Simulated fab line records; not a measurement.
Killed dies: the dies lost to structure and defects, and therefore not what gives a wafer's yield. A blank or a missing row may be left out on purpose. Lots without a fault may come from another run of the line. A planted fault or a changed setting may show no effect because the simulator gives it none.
fab line records / flow sky130
record lots=6 wafers=18 last_day=50
route steps=708 shown VT_ADJUST_LVTN@100 PAD_OPEN@708
lots with no fault: from the same line, run without faults
start_h: the number of hours between the record's first day and the start of the first shown wafer of the lot / wait_h: hours from the lot's prior step to this one / " same as the row above / L1.1+2: a single row standing in for several wafers / - either no value or no given start / * or withheld: withheld / < > ~ a bound
route shown NAME@n: names a module that has steps shown in the file, with the first one's number in the route / usual: mean and standard deviation over wafers with no fault / same: alike in all rows / chamber/n: place in a boat / sites: each site's reading / _std_site: their standard deviation / _edge_site: mean of outer sites minus mean of inner sites / radius_mm: how far each site lies from the wafer's centre / mask NAME#n: copy n / behind: the most recent tool/chamber to have shaped the wafer / hold: what put the lot on hold/how long, in hours/how the hold closed / device: the transistor (n, p or np) that didn't switch / end of line: the same wafers' tests at the end of the route / for a step that has no rows: nothing shown but its recipe / killed: dies lost to structure and defects at the first sort, not the wafer's yield / map: the dies of a wafer, with x for killed, . for not killed, _ for no die there
set.NAME: setting as actually run; set.NAME@STEP: the setting as run at that earlier step / model.NAME: the simulator's own value behind a step, which no gauge read
lots seen at some steps along the route; tables by step, rows by wafer
services: from which hour (start_h, from the record's first day; less than 0 if before it) a tool's chamber was out of use, for how many hours, and why
## steps
# step SKY_VT_ADJUST_LVTN_SOFTBAKE_03
# recipe temp_c=110 time_s=withheld
# step SKY_VT_ADJUST_LVTN_EXPOSE_04
# recipe mask_id=NWM_COMPLEMENT_LESS_NATIVE na=0.6 source_shape=conventional sigma_outer=0.6 polarization=unpolarized target_cd_nm=840 dose_mj=194
# step SKY_VT_ADJUST_LVTN_PEB_05
# recipe temp_c=115 time_s=withheld
# step SKY_VT_ADJUST_LVTN_DEVELOP_06
# recipe wall_angle_deg=90 developer=TMAH develop_time_s=60 dev_temp_c=23
# step SKY_VT_ADJUST_LVTN_OVL_MEAS_07
# usual VT_ADJUST_LVTN_OVL=-0.3/1.2
lot.wafer=L646.2 tool=overlay-02 chamber=- start_h=142.97 wait_h=- VT_ADJUST_LVTN_OVL[nm]=-2.1
lot.wafer=L646.4 tool=overlay-02 chamber=- start_h=142.97 wait_h=- VT_ADJUST_LVTN_OVL[nm]=-0.9
lot.wafer=L646.6 tool=overlay-02 chamber=- start_h=142.97 wait_h=- VT_ADJUST_LVTN_OVL[nm]=0.2
lot.wafer=L651.1 tool=overlay-02 chamber=- start_h=180.00 wait_h=- VT_ADJUST_LVTN_OVL[nm]=0.9
lot.wafer=L651.3 tool=overlay-02 chamber=- start_h=180.00 wait_h=- VT_ADJUST_LVTN_OVL[nm]=0.4
lot.wafer=L651.6 tool=overlay-02 chamber=- start_h=180.00 wait_h=- VT_ADJUST_LVTN_OVL[nm]=1.1
lot.wafer=L653.2 tool=overlay-01 chamber=- start_h=185.69 wait_h=- VT_ADJUST_LVTN_OVL[nm]=1.4
lot.wafer=L653.4 tool=overlay-01 chamber=- start_h=185.69 wait_h=- VT_ADJUST_LVTN_OVL[nm]=0.9
lot.wafer=L653.5 tool=overlay-01 chamber=- start_h=185.69 wait_h=- VT_ADJUST_LVTN_OVL[nm]=-0.3
lot.wafer=L665.3 tool=overlay-02 chamber=- start_h=264.58 wait_h=- VT_ADJUST_LVTN_OVL[nm]=0.2
lot.wafer=L665.4 tool=overlay-02 chamber=- start_h=264.58 wait_h=- VT_ADJUST_LVTN_OVL[nm]=0.4
lot.wafer=L665.6 tool=overlay-02 chamber=- start_h=264.58 wait_h=- VT_ADJUST_LVTN_OVL[nm]=-1.4
lot.wafer=L667.2 tool=overlay-01 chamber=- start_h=273.58 wait_h=- VT_ADJUST_LVTN_OVL[nm]=-2.8
lot.wafer=L667.4 tool=overlay-01 chamber=- start_h=273.58 wait_h=- VT_ADJUST_LVTN_OVL[nm]=-1.8
lot.wafer=L667.6 tool=overlay-01 chamber=- start_h=273.58 wait_h=- VT_ADJUST_LVTN_OVL[nm]=-1.1
lot.wafer=L669.1 tool=overlay-01 chamber=- start_h=286.28 wait_h=- VT_ADJUST_LVTN_OVL[nm]=-1.7
lot.wafer=L669.3 tool=overlay-01 chamber=- start_h=286.28 wait_h=- VT_ADJUST_LVTN_OVL[nm]=-1.4
lot.wafer=L669.6 tool=overlay-01 chamber=- start_h=286.28 wait_h=- VT_ADJUST_LVTN_OVL[nm]=-0.3
# step SKY_VT_ADJUST_LVTN_IMPLANT_08
# recipe species=B energy_kev=30 dose_cm2=1.57e+12 tilt_deg=withheld
# step SKY_VT_ADJUST_LVTN_STRIP_09
# recipe chemistry=O2/N2 power_w=1400 pressure_mtorr=1500 platen_temp_c=withheld o2_flow_sccm=3000 n2_flow_sccm=300 overash_fraction=0.5
# usual drypump_motor_current_A=5.7/0.71 oes_product_au=0.722/0.0044 strip_time_to_endpoint_s=36.91/0.1
lot.wafer=L646.2 tool=plasma_asher-02 chamber=0 start_h=143.15 wait_h=0.1 drypump_motor_current_A=6.2 oes_product_au=0.724 rf_hours_counter_h=47 strip_time_to_endpoint_s=37.12
lot.wafer=L646.4 tool=plasma_asher-02 chamber=0 start_h=143.15 wait_h=0.1 drypump_motor_current_A=6.2 oes_product_au=0.721 rf_hours_counter_h=- strip_time_to_endpoint_s=37.19
lot.wafer=L646.6 tool=plasma_asher-02 chamber=0 start_h=143.15 wait_h=0.1 drypump_motor_current_A=6.2 oes_product_au=0.722 rf_hours_counter_h=- strip_time_to_endpoint_s=37.07
lot.wafer=L651.1 tool=plasma_asher-02 chamber=0 start_h=180.30 wait_h=0.1 drypump_motor_current_A=6.2 oes_product_au=0.725 rf_hours_counter_h=50 strip_time_to_endpoint_s=36.93
lot.wafer=L651.3 tool=plasma_asher-02 chamber=0 start_h=180.30 wait_h=0.1 drypump_motor_current_A=6.2 oes_product_au=0.714 rf_hours_counter_h=- strip_time_to_endpoint_s=36.90
lot.wafer=L651.6 tool=plasma_asher-02 chamber=0 start_h=180.30 wait_h=0.1 drypump_motor_current_A=6.2 oes_product_au=0.719 rf_hours_counter_h=- strip_time_to_endpoint_s=36.96
lot.wafer=L653.2 tool=plasma_asher-04 chamber=1 start_h=185.87 wait_h=0.1 drypump_motor_current_A=4.7 oes_product_au=0.723 rf_hours_counter_h=50 strip_time_to_endpoint_s=37.03
lot.wafer=L653.4 tool=plasma_asher-04 chamber=1 start_h=185.87 wait_h=0.1 drypump_motor_current_A=4.7 oes_product_au=0.725 rf_hours_counter_h=- strip_time_to_endpoint_s=36.91
lot.wafer=L653.5 tool=plasma_asher-04 chamber=1 start_h=185.87 wait_h=0.1 drypump_motor_current_A=4.7 oes_product_au=0.718 rf_hours_counter_h=- strip_time_to_endpoint_s=36.97
lot.wafer=L665.3 tool=plasma_asher-04 chamber=0 start_h=264.78 wait_h=0.1 drypump_motor_current_A=6.5 oes_product_au=0.719 rf_hours_counter_h=- strip_time_to_endpoint_s=36.87
lot.wafer=L665.4 tool=plasma_asher-04 chamber=1 start_h=264.78 wait_h=0.1 drypump_motor_current_A=4.7 oes_product_au=0.725 rf_hours_counter_h=- strip_time_to_endpoint_s=36.84
lot.wafer=L665.6 tool=plasma_asher-04 chamber=1 start_h=264.78 wait_h=0.1 drypump_motor_current_A=4.7 oes_product_au=0.726 rf_hours_counter_h=- strip_time_to_endpoint_s=36.81
lot.wafer=L667.2 tool=plasma_asher-04 chamber=0 start_h=273.76 wait_h=0.1 drypump_motor_current_A=6.5 oes_product_au=0.722 rf_hours_counter_h=59 strip_time_to_endpoint_s=36.79
lot.wafer=L667.4 tool=plasma_asher-04 chamber=1 start_h=273.76 wait_h=0.1 drypump_motor_current_A=4.7 oes_product_au=0.719 rf_hours_counter_h=- strip_time_to_endpoint_s=36.79
lot.wafer=L667.6 tool=plasma_asher-04 chamber=1 start_h=273.76 wait_h=0.1 drypump_motor_current_A=4.7 oes_product_au=0.718 rf_hours_counter_h=- strip_time_to_endpoint_s=36.74
lot.wafer=L669.1 tool=plasma_asher-04 chamber=0 start_h=286.46 wait_h=0.1 drypump_motor_current_A=6.5 oes_product_au=0.729 rf_hours_counter_h=60 strip_time_to_endpoint_s=36.97
lot.wafer=L669.3 tool=plasma_asher-04 chamber=1 start_h=286.46 wait_h=0.1 drypump_motor_current_A=4.7 oes_product_au=0.726 rf_hours_counter_h=- strip_time_to_endpoint_s=36.84
lot.wafer=L669.6 tool=plasma_asher-04 chamber=1 start_h=286.46 wait_h=0.1 drypump_motor_current_A=4.7 oes_product_au=0.716 rf_hours_counter_h=- strip_time_to_endpoint_s=36.96
# step SKY_VT_ADJUST_LVTN_TW_MEAS_10
# usual VT_ADJUST_LVTN_TW=244.1/2.5
lot.wafer=L646.2 tool=film_metro-04 chamber=- start_h=143.26 wait_h=0.1 VT_ADJUST_LVTN_TW=247.2
lot.wafer=L646.4 tool=film_metro-04 chamber=- start_h=143.26 wait_h=0.1 VT_ADJUST_LVTN_TW=247.7
lot.wafer=L646.6 tool=film_metro-04 chamber=- start_h=143.26 wait_h=0.1 VT_ADJUST_LVTN_TW=246.4
lot.wafer=L651.1 tool=film_metro-03 chamber=- start_h=180.40 wait_h=0.1 VT_ADJUST_LVTN_TW=242.9
lot.wafer=L651.3 tool=film_metro-03 chamber=- start_h=180.40 wait_h=0.1 VT_ADJUST_LVTN_TW=243.1
lot.wafer=L651.6 tool=film_metro-03 chamber=- start_h=180.40 wait_h=0.1 VT_ADJUST_LVTN_TW=241.9
lot.wafer=L653.2 tool=film_metro-02 chamber=- start_h=185.98 wait_h=0.1 VT_ADJUST_LVTN_TW=244.2
lot.wafer=L653.4 tool=film_metro-02 chamber=- start_h=185.98 wait_h=0.1 VT_ADJUST_LVTN_TW=244.8
lot.wafer=L653.5 tool=film_metro-02 chamber=- start_h=185.98 wait_h=0.1 VT_ADJUST_LVTN_TW=244.8
lot.wafer=L665.3 tool=film_metro-02 chamber=- start_h=264.87 wait_h=0.1 VT_ADJUST_LVTN_TW=244.9
lot.wafer=L665.4 tool=film_metro-02 chamber=- start_h=264.87 wait_h=0.1 VT_ADJUST_LVTN_TW=243.9
lot.wafer=L665.6 tool=film_metro-02 chamber=- start_h=264.87 wait_h=0.1 VT_ADJUST_LVTN_TW=243.4
lot.wafer=L667.2 tool=film_metro-03 chamber=- start_h=273.87 wait_h=0.1 VT_ADJUST_LVTN_TW=242.0
lot.wafer=L667.4 tool=film_metro-03 chamber=- start_h=273.87 wait_h=0.1 VT_ADJUST_LVTN_TW=243.4
lot.wafer=L667.6 tool=film_metro-03 chamber=- start_h=273.87 wait_h=0.1 VT_ADJUST_LVTN_TW=243.3
lot.wafer=L669.1 tool=film_metro-04 chamber=- start_h=286.56 wait_h=0.1 VT_ADJUST_LVTN_TW=247.3
lot.wafer=L669.3 tool=film_metro-04 chamber=- start_h=286.56 wait_h=0.1 VT_ADJUST_LVTN_TW=248.7
lot.wafer=L669.6 tool=film_metro-04 chamber=- start_h=286.56 wait_h=0.1 VT_ADJUST_LVTN_TW=248.9
# step SKY_VT_ADJUST_LVTN_DEHYDRATE_11
# recipe temp_c=200 time_s=60
# step SKY_VT_ADJUST_LVTN_HMDS_12
# recipe prime_time_s=60 prime_temp_c=120
# step SKY_VT_ADJUST_LVTN_COAT_13
# recipe resist=NOVOLAK spin_rpm=3000 resist_thk_nm=1140
# step SKY_VT_ADJUST_LVTN_SOFTBAKE_14
# recipe temp_c=90 time_s=60 resist=NOVOLAK
# step SKY_VT_ADJUST_LVTN_EXPOSE_15
# recipe mask_id=HVN_STD_DERIVED na=0.6 source_shape=conventional sigma_outer=0.6 polarization=unpolarized target_cd_nm=600 dose_mj=163
# usual focus_offset_nm=0.0/0.53
lot.wafer=L646.2 tool=iline_stepper-01 chamber=0 start_h=153.10 wait_h=- mask=HVN_STD_DERIVED#0 focus_offset_nm=0.4 model.VT_ADJUST_LVTN.overlay_x_nm=-0.681
lot.wafer=L646.4 tool=iline_stepper-01 chamber=0 start_h=153.10 wait_h=- mask=HVN_STD_DERIVED#0 focus_offset_nm=0.4 model.VT_ADJUST_LVTN.overlay_x_nm=-0.681
lot.wafer=L646.6 tool=iline_stepper-01 chamber=0 start_h=153.10 wait_h=- mask=HVN_STD_DERIVED#0 focus_offset_nm=-0.2 model.VT_ADJUST_LVTN.overlay_x_nm=-0.681
lot.wafer=L651.1 tool=iline_stepper-01 chamber=0 start_h=187.20 wait_h=- mask=HVN_STD_DERIVED#0 focus_offset_nm=0.1 model.VT_ADJUST_LVTN.overlay_x_nm=244.7
lot.wafer=L651.3 tool=iline_stepper-01 chamber=0 start_h=187.20 wait_h=- mask=HVN_STD_DERIVED#0 focus_offset_nm=0.4 model.VT_ADJUST_LVTN.overlay_x_nm=244.7
lot.wafer=L651.6 tool=iline_stepper-01 chamber=0 start_h=187.20 wait_h=- mask=HVN_STD_DERIVED#0 focus_offset_nm=0.4 model.VT_ADJUST_LVTN.overlay_x_nm=244.7
lot.wafer=L653.2 tool=iline_stepper-01 chamber=0 start_h=197.27 wait_h=- mask=HVN_STD_DERIVED#0 focus_offset_nm=-0.8 model.VT_ADJUST_LVTN.overlay_x_nm=244.6
lot.wafer=L653.4 tool=iline_stepper-01 chamber=0 start_h=197.27 wait_h=- mask=HVN_STD_DERIVED#0 focus_offset_nm=-0.4 model.VT_ADJUST_LVTN.overlay_x_nm=244.6
lot.wafer=L653.5 tool=iline_stepper-01 chamber=0 start_h=197.27 wait_h=- mask=HVN_STD_DERIVED#0 focus_offset_nm=-0.9 model.VT_ADJUST_LVTN.overlay_x_nm=244.6
lot.wafer=L665.3 tool=iline_stepper-02 chamber=0 start_h=275.74 wait_h=- mask=HVN_STD_DERIVED#0 focus_offset_nm=0.0 model.VT_ADJUST_LVTN.overlay_x_nm=0.1414
lot.wafer=L665.4 tool=iline_stepper-02 chamber=0 start_h=275.74 wait_h=- mask=HVN_STD_DERIVED#0 focus_offset_nm=-0.5 model.VT_ADJUST_LVTN.overlay_x_nm=0.1414
lot.wafer=L665.6 tool=iline_stepper-02 chamber=0 start_h=275.74 wait_h=- mask=HVN_STD_DERIVED#0 focus_offset_nm=-0.2 model.VT_ADJUST_LVTN.overlay_x_nm=0.1414
lot.wafer=L667.2 tool=iline_stepper-02 chamber=0 start_h=286.49 wait_h=- mask=HVN_STD_DERIVED#0 focus_offset_nm=0.5 model.VT_ADJUST_LVTN.overlay_x_nm=-0.4896
lot.wafer=L667.4 tool=iline_stepper-02 chamber=0 start_h=286.49 wait_h=- mask=HVN_STD_DERIVED#0 focus_offset_nm=-0.8 model.VT_ADJUST_LVTN.overlay_x_nm=-0.4896
lot.wafer=L667.6 tool=iline_stepper-02 chamber=0 start_h=286.49 wait_h=- mask=HVN_STD_DERIVED#0 focus_offset_nm=-0.8 model.VT_ADJUST_LVTN.overlay_x_nm=-0.4896
lot.wafer=L669.1 tool=iline_stepper-02 chamber=0 start_h=299.20 wait_h=- mask=HVN_STD_DERIVED#0 focus_offset_nm=-0.6 model.VT_ADJUST_LVTN.overlay_x_nm=-0.3224
lot.wafer=L669.3 tool=iline_stepper-02 chamber=0 start_h=299.20 wait_h=- mask=HVN_STD_DERIVED#0 focus_offset_nm=0.3 model.VT_ADJUST_LVTN.overlay_x_nm=-0.3224
lot.wafer=L669.6 tool=iline_stepper-02 chamber=0 start_h=299.20 wait_h=- mask=HVN_STD_DERIVED#0 focus_offset_nm=0.0 model.VT_ADJUST_LVTN.overlay_x_nm=-0.3224
# step SKY_VT_ADJUST_LVTN_PEB_16
# recipe temp_c=withheld time_s=* resist=NOVOLAK
# step SKY_VT_ADJUST_LVTN_DEVELOP_17
# recipe resist=NOVOLAK developer=TMAH develop_time_s=60 dev_temp_c=23
# step SKY_VT_ADJUST_LVTN_OVL_MEAS_18
# usual VT_ADJUST_LVTN_01_OVL=1.4/1.1
lot.wafer=L646.2 tool=overlay-02 chamber=- start_h=162.37 wait_h=0.1 hold=- VT_ADJUST_LVTN_01_OVL[nm]=-0.1
lot.wafer=L646.4 tool=overlay-02 chamber=- start_h=162.37 wait_h=0.1 hold=- VT_ADJUST_LVTN_01_OVL[nm]=1.1
lot.wafer=L646.6 tool=overlay-02 chamber=- start_h=162.37 wait_h=0.1 hold=- VT_ADJUST_LVTN_01_OVL[nm]=-1.1
lot.wafer=L651.1 tool=overlay-02 chamber=- start_h=198.73 wait_h=0.1 hold=await_dispo/0.2h/release VT_ADJUST_LVTN_01_OVL[nm]=246.8
lot.wafer=L651.3 tool=overlay-02 chamber=- start_h=198.73 wait_h=0.1 hold=await_dispo/0.2h/release VT_ADJUST_LVTN_01_OVL[nm]=246.2
lot.wafer=L651.6 tool=overlay-02 chamber=- start_h=198.73 wait_h=0.1 hold=await_dispo/0.2h/release VT_ADJUST_LVTN_01_OVL[nm]=247.7
lot.wafer=L651.1 tool=overlay-02 chamber=- start_h=198.99 wait_h=0.3 hold=- VT_ADJUST_LVTN_01_OVL[nm]=245.0
lot.wafer=L651.3 tool=overlay-02 chamber=- start_h=198.99 wait_h=0.3 hold=- VT_ADJUST_LVTN_01_OVL[nm]=244.1
lot.wafer=L651.6 tool=overlay-02 chamber=- start_h=198.99 wait_h=0.3 hold=- VT_ADJUST_LVTN_01_OVL[nm]=245.7
lot.wafer=L653.2 tool=overlay-01 chamber=- start_h=206.58 wait_h=0.1 hold=await_dispo/0.2h/release VT_ADJUST_LVTN_01_OVL[nm]=245.6
lot.wafer=L653.4 tool=overlay-01 chamber=- start_h=206.58 wait_h=0.1 hold=await_dispo/0.2h/release VT_ADJUST_LVTN_01_OVL[nm]=246.4
lot.wafer=L653.5 tool=overlay-01 chamber=- start_h=206.58 wait_h=0.1 hold=await_dispo/0.2h/release VT_ADJUST_LVTN_01_OVL[nm]=245.2
lot.wafer=L653.2 tool=overlay-01 chamber=- start_h=206.79 wait_h=0.2 hold=- VT_ADJUST_LVTN_01_OVL[nm]=243.4
lot.wafer=L653.4 tool=overlay-01 chamber=- start_h=206.79 wait_h=0.2 hold=- VT_ADJUST_LVTN_01_OVL[nm]=244.4
lot.wafer=L653.5 tool=overlay-01 chamber=- start_h=206.79 wait_h=0.2 hold=- VT_ADJUST_LVTN_01_OVL[nm]=243.3
lot.wafer=L665.3 tool=overlay-01 chamber=- start_h=288.04 wait_h=0.1 hold=- VT_ADJUST_LVTN_01_OVL[nm]=0.9
lot.wafer=L665.4 tool=overlay-01 chamber=- start_h=288.04 wait_h=0.1 hold=- VT_ADJUST_LVTN_01_OVL[nm]=2.8
lot.wafer=L665.6 tool=overlay-01 chamber=- start_h=288.04 wait_h=0.1 hold=- VT_ADJUST_LVTN_01_OVL[nm]=-0.1
lot.wafer=L667.2 tool=overlay-01 chamber=- start_h=298.73 wait_h=0.1 hold=- VT_ADJUST_LVTN_01_OVL[nm]=1.1
lot.wafer=L667.4 tool=overlay-01 chamber=- start_h=298.73 wait_h=0.1 hold=- VT_ADJUST_LVTN_01_OVL[nm]=0.8
lot.wafer=L667.6 tool=overlay-01 chamber=- start_h=298.73 wait_h=0.1 hold=- VT_ADJUST_LVTN_01_OVL[nm]=1.1
lot.wafer=L669.1 tool=overlay-01 chamber=- start_h=311.28 wait_h=0.1 hold=- VT_ADJUST_LVTN_01_OVL[nm]=1.2
lot.wafer=L669.3 tool=overlay-01 chamber=- start_h=311.28 wait_h=0.1 hold=- VT_ADJUST_LVTN_01_OVL[nm]=2.4
lot.wafer=L669.6 tool=overlay-01 chamber=- start_h=311.28 wait_h=0.1 hold=- VT_ADJUST_LVTN_01_OVL[nm]=1.9
# step SKY_PAD_OPEN_PROBE_99
# usual defect_limited_yield=82.5/1.9 killed_at_M0_to_M3=43/6.4 killed_at_M4_up=2.9/1.7 killed_at_contacts=24/5 killed_at_front_end=15/4 killed_at_other=0.4/0.62 killed_dies=86/9.3 killed_on_rim=17/3.5 killed_open=47/6.8 killed_short=38/5.8 sort_bin_3_pad_short=0.9/0.42 sort_bin_5_function=10.3/1.5 sort_bin_6_memory=6.3/1.1 sort_n_pass=406/9.3 sort_yield_pct=82.5/1.9
# same gross_dies=492 killed_at_back_side=0 sort_bin_4_leakage[%]=0 sort_bin_8_speed[%]=0
lot.wafer=L646.2 tool=prober-02 chamber=- start_h=1072.69 wait_h=0.1 defect_limited_yield[%]=82.9 killed_at_M0_to_M3=40 killed_at_M4_up=3 killed_at_contacts=29 killed_at_front_end=12 killed_at_other=0 killed_dies=84 killed_on_rim=20 killed_open=56 killed_short=28 sort_bin_3_pad_short[%]=0.6 sort_bin_5_function[%]=12.0 sort_bin_6_memory[%]=4.5 sort_n_pass=408 sort_yield_pct[%]=82.9
lot.wafer=L646.4 tool=prober-02 chamber=- start_h=1072.79 wait_h=0.2 defect_limited_yield[%]=81.5 killed_at_M0_to_M3=46 killed_at_M4_up=2 killed_at_contacts=22 killed_at_front_end=21 killed_at_other=0 killed_dies=91 killed_on_rim=17 killed_open=45 killed_short=46 sort_bin_3_pad_short[%]=2.0 sort_bin_5_function[%]=9.6 sort_bin_6_memory[%]=6.9 sort_n_pass=401 sort_yield_pct[%]=81.5
lot.wafer=L646.6 tool=prober-02 chamber=- start_h=1072.89 wait_h=0.2 defect_limited_yield[%]=81.7 killed_at_M0_to_M3=41 killed_at_M4_up=3 killed_at_contacts=31 killed_at_front_end=14 killed_at_other=1 killed_dies=90 killed_on_rim=14 killed_open=53 killed_short=36 sort_bin_3_pad_short[%]=0.4 sort_bin_5_function[%]=12.4 sort_bin_6_memory[%]=5.5 sort_n_pass=402 sort_yield_pct[%]=81.7
lot.wafer=L665.3 tool=prober-02 chamber=- start_h=1177.10 wait_h=0.2 defect_limited_yield[%]=84.6 killed_at_M0_to_M3=29 killed_at_M4_up=2 killed_at_contacts=32 killed_at_front_end=13 killed_at_other=0 killed_dies=76 killed_on_rim=16 killed_open=42 killed_short=34 sort_bin_3_pad_short[%]=2.2 sort_bin_5_function[%]=7.5 sort_bin_6_memory[%]=5.7 sort_n_pass=416 sort_yield_pct[%]=84.6
lot.wafer=L665.4 tool=prober-02 chamber=- start_h=1177.15 wait_h=0.2 defect_limited_yield[%]=82.7 killed_at_M0_to_M3=40 killed_at_M4_up=6 killed_at_contacts=26 killed_at_front_end=13 killed_at_other=0 killed_dies=85 killed_on_rim=18 killed_open=48 killed_short=37 sort_bin_3_pad_short[%]=0.6 sort_bin_5_function[%]=9.3 sort_bin_6_memory[%]=7.3 sort_n_pass=407 sort_yield_pct[%]=82.7
lot.wafer=L665.6 tool=prober-02 chamber=- start_h=1177.25 wait_h=0.2 defect_limited_yield[%]=82.7 killed_at_M0_to_M3=46 killed_at_M4_up=4 killed_at_contacts=18 killed_at_front_end=17 killed_at_other=0 killed_dies=85 killed_on_rim=16 killed_open=53 killed_short=32 sort_bin_3_pad_short[%]=0.4 sort_bin_5_function[%]=10.4 sort_bin_6_memory[%]=6.5 sort_n_pass=407 sort_yield_pct[%]=82.7
# killed by level:class
L646.2 VIA1:geometric_particle:open=12 CONTACT:geometric_particle:open=12 LI_CONTACT:geometric_particle:open=8 FIELD_ISO:geometric_particle:open=6 VIA2:geometric_particle:open=6 VIA3:geometric_particle:open=6 METAL2:geometric_particle:short=5 METAL1:geometric_particle:short=4
L646.4 FIELD_ISO:geometric_particle:short=11 LI_CONTACT:geometric_particle:open=9 METAL1:geometric_particle:short=8 VIA3:geometric_particle:open=7 VIA1:geometric_particle:open=7 CONTACT:geometric_particle:short=5 METAL3:geometric_particle:short=5 FIELD_ISO:geometric_particle:open=4
L646.6 LI_CONTACT:geometric_particle:open=15 CONTACT:geometric_particle:open=9 VIA1:geometric_particle:open=9 VIA1:geometric_particle:short=6 METAL2:geometric_particle:short=6 METAL1:geometric_particle:short=5 FIELD_ISO:geometric_particle:open=4 VIA2:geometric_particle:open=4
L665.3 CONTACT:geometric_particle:open=14 VIA1:geometric_particle:open=8 FIELD_ISO:geometric_particle:short=6 CONTACT:geometric_particle:short=6 LOCAL_INTERCONNECT:geometric_particle:short=5 VIA3:geometric_particle:open=5 LI_CONTACT:geometric_particle:open=4 METAL2:geometric_particle:open=4
L665.4 CONTACT:geometric_particle:open=12 VIA1:geometric_particle:open=7 METAL1:geometric_particle:short=6 VIA3:geometric_particle:open=6 FIELD_ISO:geometric_particle:open=5 LI_CONTACT:geometric_particle:open=5 VIA2:geometric_particle:open=5 METAL3:geometric_particle:short=5
L665.6 VIA2:geometric_particle:open=14 VIA3:geometric_particle:open=8 CONTACT:geometric_particle:open=6 VIA1:geometric_particle:open=5 FIELD_ISO:geometric_particle:open=4 POLY_GATE:geometric_particle:short=4 CONTACT:geometric_particle:short=4 VIA2:geometric_particle:short=4
## services
tool=iline_stepper-02 chamber=- start_h=148.95 hours=8.9 kind=pm
tool=plasma_asher-04 chamber=- start_h=211.23 hours=2.8 kind=repair
tool=iline_stepper-01 chamber=- start_h=219.38 hours=1.7 kind=pm
tool=plasma_asher-02 chamber=- start_h=228.84 hours=0.3 kind=repair
tool=iline_stepper-01 chamber=0 start_h=244.62 hours=- kind=calibration
tool=iline_stepper-02 chamber=- start_h=264.63 hours=1.7 kind=pm
## key
first_sign step=SKY_VT_ADJUST_LVTN_OVL_MEAS_18 reading=visit direction=added
effect step=SKY_VT_ADJUST_LVTN_OVL_MEAS_18 reading=VT_ADJUST_LVTN_01_OVL direction=up sigmas=99+ usual=1.4 struck=246.3
model_effect step=SKY_VT_ADJUST_LVTN_EXPOSE_15 value=VT_ADJUST_LVTN.overlay_x_nm without=-0.07066 struck=244.6
met_at SKY_VT_ADJUST_LVTN_EXPOSE_15
struck_wafers L651.1,L651.3,L651.6,L653.2,L653.4,L653.5
scrapped_behind SKY_VT_ADJUST_LVTN_OVL_MEAS_18 L651.1,L651.3,L651.6,L653.2,L653.4,L653.5
onset_between 153.10 187.20
fault kind=scanner_matching_overlay tool=iline_stepper-01 chamber=- onset_h=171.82 steps=SKY_VT_ADJUST_LVTN_EXPOSE_15 offset=244.72
